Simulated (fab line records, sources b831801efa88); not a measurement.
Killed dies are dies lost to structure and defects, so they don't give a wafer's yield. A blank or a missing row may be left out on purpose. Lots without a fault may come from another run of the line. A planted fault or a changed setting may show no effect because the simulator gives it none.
A struck lot beside a sound one | flow sky130 | 32 steps out of a route of 708
Sound: wafers L629.2, L629.4, L629.5. Struck: wafers L638.3, L638.4, L638.5. The cause comes at the end.
At each step with rows: each side's tool, then ch and its chambers, then its first start. Under that, the readings that differ: sound wafers | struck wafers | difference of the means | sigmas: that difference in standard deviations of wafers without a fault.
alike: readings whose means differ by less than 2 such deviations, and words and numbers that are the same on both sides. not compared: withheld readings, readings that some wafer has no value for, bounds like >300 that may hide the same value, and numbers for which the record gives no deviation and whose values overlap.
The two part at a step that has a row with sigmas, a row that says differs or no value, or rows on one side only. Numbers that don't overlap but have no deviation are shown without sigmas and don't part them. A reading that every wafer of one side lacks parts them only if that side has two wafers or more.

first, 4 steps without rows for these wafers: SKY_LOCAL_INTERCONNECT_SOFTBAKE_07 (time 90 s); SKY_LOCAL_INTERCONNECT_EXPOSE_08 (exposes mask LI1M, target cd 170 nm); SKY_LOCAL_INTERCONNECT_PEB_09; SKY_LOCAL_INTERCONNECT_DEVELOP_10 (develop time 60 s).
SKY_LOCAL_INTERCONNECT_CD_MEAS_11: target cd 170 nm.
  sound on cd_sem-02, day 31 01:55; struck on cd_sem-02, day 33 11:37
  reading    | sound             | struck            | difference | sigmas
  cd_nm (nm) | 167.3 167.1 167.0 | 172.9 172.0 173.2 | +5.6       | +3
SKY_LOCAL_INTERCONNECT_OVL_MEAS_12:
  sound on overlay-01, day 31 02:01; struck on overlay-01, day 33 11:42
  alike: LOCAL_INTERCONNECT_OVL
SKY_LOCAL_INTERCONNECT_ETCH_13: etches BARC in N2/H2, stops on SiO2, time 45.9 s, target depth 60 nm.
  sound on rie_metal-04 ch 0,1, day 31 02:03; struck on rie_metal-01 ch 0,1, day 33 11:45
  alike: drypump_motor_current_A, oes_product_au, throttle_valve_pct
  not compared: rf_hours_counter_h
SKY_LOCAL_INTERCONNECT_METAL_ETCH_14: etches TiN in Cl2/BCl3, stops on PSG, target depth 110 nm, time 31.4 s.
  sound on rie_metal-04 ch 0,1, day 31 02:07; struck on rie_metal-01 ch 0,1, day 33 11:49
  alike: bcl3_flow_sccm, drypump_motor_current_A, oes_product_au, throttle_valve_pct
  not compared: rf_hours_counter_h
then, 4 steps without rows for these wafers: SKY_LOCAL_INTERCONNECT_STRIP_15 (strips in O2/N2); SKY_LOCAL_INTERCONNECT_STRIP_16 (strips in post etch residue remover, time 1200 s); SKY_LOCAL_INTERCONNECT_CLEAN_17 (cleans in IPA, time 180 s); SKY_LOCAL_INTERCONNECT_CLEAN_18 (cleans in O3/DIW).
SKY_CONTACT_CVD_00: deposits Si3N4, target thk 75 nm.
  sound on pecvd-04 ch 0,1, day 31 02:45; struck on pecvd-03 ch 0,2, day 33 12:29
  alike: heater_power_w
SKY_CONTACT_THK_MEAS_01:
  sound on film_metro-04, day 31 02:48; struck on film_metro-02, day 33 12:46
  reading                 | sound          | struck         | difference | sigmas
  CONTACT_CVD_00_THK (nm) | 74.8 76.2 75.7 | 58.4 59.4 59.2 | -16.6      | -14
  not compared: hold
SKY_CONTACT_THK_MEAS_03:
  sound on film_metro-02, day 31 02:55; struck on film_metro-04, day 33 14:38
  alike: CONTACT_HDPCVD_THK
SKY_CONTACT_CMP_04: polishes SiO2.
  sound on cmp-01 ch 0,1,2, day 31 03:04; struck on cmp-01 ch 0,2, day 33 15:14
  alike: motor_current_A, time_to_endpoint_s
SKY_CONTACT_BOW_MEAS_05:
  sound on film_metro-02, day 31 03:17; struck on film_metro-03, day 33 15:34
  alike: CONTACT_BOW
then, 8 steps without rows for these wafers: SKY_CONTACT_DEHYDRATE_06 (time 60 s); SKY_CONTACT_HMDS_07 (prime time 60 s); SKY_CONTACT_COAT_08 (resist thk 60 nm); SKY_CONTACT_COAT_09 (resist thk 450 nm); SKY_CONTACT_SOFTBAKE_10 (time 90 s); SKY_CONTACT_EXPOSE_11 (exposes mask CTM1, target cd 170 nm); SKY_CONTACT_PEB_12; SKY_CONTACT_DEVELOP_13 (develop time 58.23 s).
SKY_CONTACT_CD_MEAS_14: target cd 170 nm.
  sound on cd_sem-02, day 32 06:51; struck on cd_sem-01, day 34 14:55
  alike: cd_nm
SKY_CONTACT_OVL_MEAS_15:
  sound on overlay-01, day 32 06:58; struck on overlay-02, day 34 15:01
  alike: CONTACT_OVL
SKY_CONTACT_ETCH_16: etches BARC in N2/H2, stops on SiO2, time 45.9 s, target depth 60 nm.
  sound on rie_diel-01 ch 1,2, day 32 06:59; struck on rie_diel-01 ch 0,3, day 34 15:02
  alike: drypump_motor_current_A, oes_product_au, throttle_valve_pct
  not compared: rf_hours_counter_h
SKY_CONTACT_ETCH_17: etches SiO2 in C4F8/O2/Ar, stops on Si3N4, target depth 340 nm.
  sound on rie_diel-01 ch 1,2, day 32 07:02; struck on rie_diel-01 ch 0,3, day 34 15:05
  alike: oes_product_au
SKY_CONTACT_ETCH_18: etches Si3N4 in CHF3/O2, stops on TiN, time 39 s, target depth 75 nm.
  sound on rie_diel-01 ch 1,2; struck on rie_diel-01 ch 0,3
  reading                | sound             | struck            | difference | sigmas
  oes_product_au (a.u.)  | 0.850 0.863 0.851 | 0.749 0.759 0.759 | -0.099     | -12
  throttle_valve_pct (%) | 8.796 8.788 8.796 | 8.764 8.778 8.767 | -0.024     | -3
  alike: drypump_motor_current_A
  not compared: rf_hours_counter_h
then, 1 step without rows for these wafers: SKY_CONTACT_STRIP_19 (strips in O2/N2).
-- the record jumps here: 13 days lie between the struck wafers' starts before and after (it left off in module CONTACT and takes up again in module PAD_OPEN, whose first step shown is number 708 of the route) --
SKY_PAD_OPEN_PROBE_99:
  sound on prober-01, day 46 05:29; struck on prober-02, day 47 23:23
  alike: killed_at_M0_to_M3, killed_at_M4_up, killed_at_contacts, killed_at_front_end, killed_at_other, killed_dies, killed_open, killed_short

WHERE THEY PART
First at SKY_LOCAL_INTERCONNECT_CD_MEAS_11; last, within this record, at SKY_CONTACT_ETCH_18. Later steps at which nothing parts them and some readings are alike: SKY_PAD_OPEN_PROBE_99.

WHY: what the simulator had put in
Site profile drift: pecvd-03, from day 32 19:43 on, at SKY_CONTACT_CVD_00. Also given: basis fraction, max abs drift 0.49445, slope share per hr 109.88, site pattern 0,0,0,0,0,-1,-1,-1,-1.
